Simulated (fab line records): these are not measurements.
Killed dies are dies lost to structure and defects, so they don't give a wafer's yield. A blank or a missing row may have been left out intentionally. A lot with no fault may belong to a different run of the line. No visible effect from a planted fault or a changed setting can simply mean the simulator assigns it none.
Matching of chambers    flow gf180mcu    GF_V4_CVD_02 on pecvd-04 has 3 sister chambers
The step deposits SiO2 from TEOS, target thk 850 nm, time 94.851 s. 6 wafers are shown with their chamber, then 9 later ones without.

## EACH WAFER AND ITS CHAMBER
wafer   chamber  heater-power-w (W)
L079.4  1        495
L081.2  0        703
L081.6  0        732
L084.2  2        781
L084.5  2        631
L084.6  1        576

## WAFERS MISSING THEIR CHAMBER
wafer   heater-power-w (W)
L085.2  713
L085.4  579
L085.6  740
L086.4  754
L086.5  573
L086.6  742
L093.4  500
L093.5  700
L093.6  788

## WHICH CHAMBER EACH ONE RAN IN
wafer   from the rows above           in truth
L085.2  can't be placed: 0 or 2       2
L085.4  can't be placed: 1 or 2 or 0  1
L085.6  can't be placed: 0 or 2       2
L086.4  can't be placed: 0 or 2       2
L086.5  can't be placed: 1 or 2 or 0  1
L086.6  can't be placed: 0 or 2       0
L093.4  1                             1
L093.5  can't be placed: 2 or 0       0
L093.6  can't be placed: 0 or 2       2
Placed correctly: 1 of 9. Not placeable from these rows: 8 (in 8, the candidates include the true chamber). 0 placed wrongly.
How it was worked out, from the rows above alone: a wafer's distance from a chamber is the root of the sum, over the readings, of the square of ((its reading less the chamber's mean) divided by the reading's scatter). If the next closest chamber is less than 2 further off than the closest, the wafer can't be placed; otherwise it belongs to the closest. The mean given for a chamber averages the wafers shown for that chamber. The scatter: the root of (the sum of the squares of (reading less its chamber's mean) over the shown wafers, divided by (wafers less chambers)).
